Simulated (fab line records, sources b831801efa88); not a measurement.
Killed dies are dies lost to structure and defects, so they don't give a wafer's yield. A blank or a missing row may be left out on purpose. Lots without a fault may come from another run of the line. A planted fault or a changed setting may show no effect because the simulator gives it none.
Split-lot experiment | flow gf180mcu | 5 lots, 23 wafers read, on a route of 602 steps

THE SPLIT
At GF_V5_PEB_12 (peb time 90 s), the setting peb_time_s was moved away from the recipe's 90 s on 9 of the 23 wafers read, by -14.1% to +9.4%. The other wafers ran this setting at the recipe's value.

FROM THE SPLIT TO THE READING: what the file shows between them, 1 step
- GF_V5_DEVELOP_13: develop time 60 s

THE READING
cd_nm, in nm, at GF_V5_CD_MEAS_14 (target cd 260 nm). Fault-free wafers of this fab line usually give 260.0 nm, standard deviation 1.1 nm.

wafer  | tool, chamber at the split | peb_time_s as run, s | against the recipe | cd_nm, nm | against lot-mates on the recipe
L076.1 | litho_track-04, 0          | 90                   | recipe             | 260.2     | -
L076.2 | litho_track-04, 0          | 83.73                | -7.0%              | 258.8     | -1.8
L076.3 | litho_track-04, 0          | 90                   | recipe             | 260.4     | -
L076.4 | litho_track-04, 0          | 83.73                | -7.0%              | 258.6     | -2.0
L076.5 | litho_track-04, 0          | 90                   | recipe             | 261.3     | -
L078.2 | litho_track-03, 0          | 90                   | recipe             | 259.5     | -
L078.3 | litho_track-03, 0          | 90                   | recipe             | 259.0     | -
L078.4 | litho_track-03, 0          | 90                   | recipe             | 258.3     | -
L078.5 | litho_track-03, 0          | 81                   | -10.0%             | 257.3     | -1.6
L078.6 | litho_track-03, 0          | 81                   | -10.0%             | 256.4     | -2.5
L079.1 | litho_track-03, 0          | 90                   | recipe             | 261.8     | -
L079.4 | litho_track-03, 0          | 90                   | recipe             | 261.1     | -
L079.5 | litho_track-03, 0          | 90                   | recipe             | 262.1     | -
L082.1 | litho_track-04, 0          | 98.48                | +9.4%              | 261.7     | +1.1
L082.2 | litho_track-04, 0          | 90                   | recipe             | 260.5     | -
L082.3 | litho_track-04, 0          | 98.48                | +9.4%              | 262.1     | +1.6
L082.5 | litho_track-04, 0          | 98.48                | +9.4%              | 261.8     | +1.2
L082.6 | litho_track-04, 0          | 90                   | recipe             | 260.6     | -
L084.1 | litho_track-01, 0          | 77.29                | -14.1%             | 256.2     | -4.2
L084.2 | litho_track-01, 0          | 90                   | recipe             | 261.0     | -
L084.4 | litho_track-01, 0          | 90                   | recipe             | 260.0     | -
L084.5 | litho_track-01, 0          | 77.29                | -14.1%             | 256.4     | -4.0
L084.6 | litho_track-01, 0          | 90                   | recipe             | 260.3     | -

THE FIT
A straight line over all 23 wafers: cd_nm changes by +0.254 nm for each +1% of peb_time_s; r = +0.87; the points scatter about the line by 0.94 nm.
The same after taking each lot's own level away (the mean of its wafers on the recipe; 23 wafers): +0.224 nm for each +1%; r = +0.94; scatter 0.54 nm.
On that fit, the largest move of peb_time_s shifts the reading by 3.2 nm.
The lots' own levels span 258.93 to 261.67 nm, that is 2.5 times the standard deviation above.
So the lot-to-lot level changes the slope: the two fits differ.
Check: with one of the wafers moved furthest among these (-14.1%) left out of the fit, the line predicts -3.13 nm for it against its lot-mates. It came out at -4.23 nm against them.

OTHER SPLITS ON THESE WAFERS
These wafers also went through other splits before the reading. Each is held against what the fit with the lots' levels taken away leaves over:
other split on the same wafers | wafers away from the commonest value | r with cd_nm (lot level and that fit taken away)
GF_M5_METAL_ETCH_10 icp_w      | 5                                    | +0.33

THE WHOLE CHAIN: every reading that the file lists as answering this split, in the file's order
step             | what it does                                                 | reading                                                   | change (the file's fit)               | r (the file's)
GF_V5_CD_MEAS_14 | target cd 260 nm                                             | cd_nm                                                     | +0.241 nm for each +1% of the setting | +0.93
GF_V5_ETCH_16    | etches BARC in N2/H2                                         | V5.cd_nm (the simulator's own value, which no gauge read) | +0.229 nm for each +1% of the setting | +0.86
GF_V5_ETCH_17    | etches SiO2 in C4F8/O2/Ar, stops on TiN, target depth 855 nm | V5.cd_nm (the simulator's own value, which no gauge read) | +0.236 nm for each +1% of the setting | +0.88

THE FILE'S OWN FIT
cd_nm changes by +0.241 nm for each +1% of peb_time_s, r = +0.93.
